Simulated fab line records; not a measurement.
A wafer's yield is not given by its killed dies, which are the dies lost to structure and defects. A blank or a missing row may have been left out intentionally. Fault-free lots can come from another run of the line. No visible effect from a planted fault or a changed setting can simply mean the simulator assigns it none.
Which tool is to blame?	flow sky130	at 1 step of a route of 708, 6 lots with 18 wafers sampled

WHAT EACH GAUGE READ, for each wafer
SKY_LI_CONTACT_CD_MEAS_12: target cd 170 nm.
lot	measured	on	cdNm (nm)
L657	day 29 23:52	cdSem-02	171.6 170.8 170.5
L660	day 31 10:08	cdSem-02	170.8 170.8 170.1
L662	day 31 18:26	cdSem-01	169.9 169.7 169.9
L669	day 33 21:05	cdSem-01	170.6 170.8 170.5
L671	day 34 13:49	cdSem-01	169.4 169.6 170.8
L675	day 36 01:20	cdSem-01	172.6 170.9 170.3

WHICH TOOL RAN EACH LOT (tool, then ch and the chambers of the sampled wafers, then the start)
Record: no process step prior to these readings.

THE ANSWER, worked out from the rows above alone
Rule: the usual values come from the lots themselves. Put in order of their means at a reading, lots are off if they are a third of the lots or fewer, leave a main group of 4 or more, and stand apart from it by a gap of 3 or more times the standard deviation of the main group's means; of several such gaps the widest counts. The tables above print the reading to a certain number of digits; a main group whose means all agree to those digits is not used. Also off: a lot with no number at a reading for which 4 or more lots have one. All remaining lots with rows at the step are treated as sound.
Nothing can be told from this: no lot is off at any reading shown.

WHAT THE SIMULATOR PUT IN
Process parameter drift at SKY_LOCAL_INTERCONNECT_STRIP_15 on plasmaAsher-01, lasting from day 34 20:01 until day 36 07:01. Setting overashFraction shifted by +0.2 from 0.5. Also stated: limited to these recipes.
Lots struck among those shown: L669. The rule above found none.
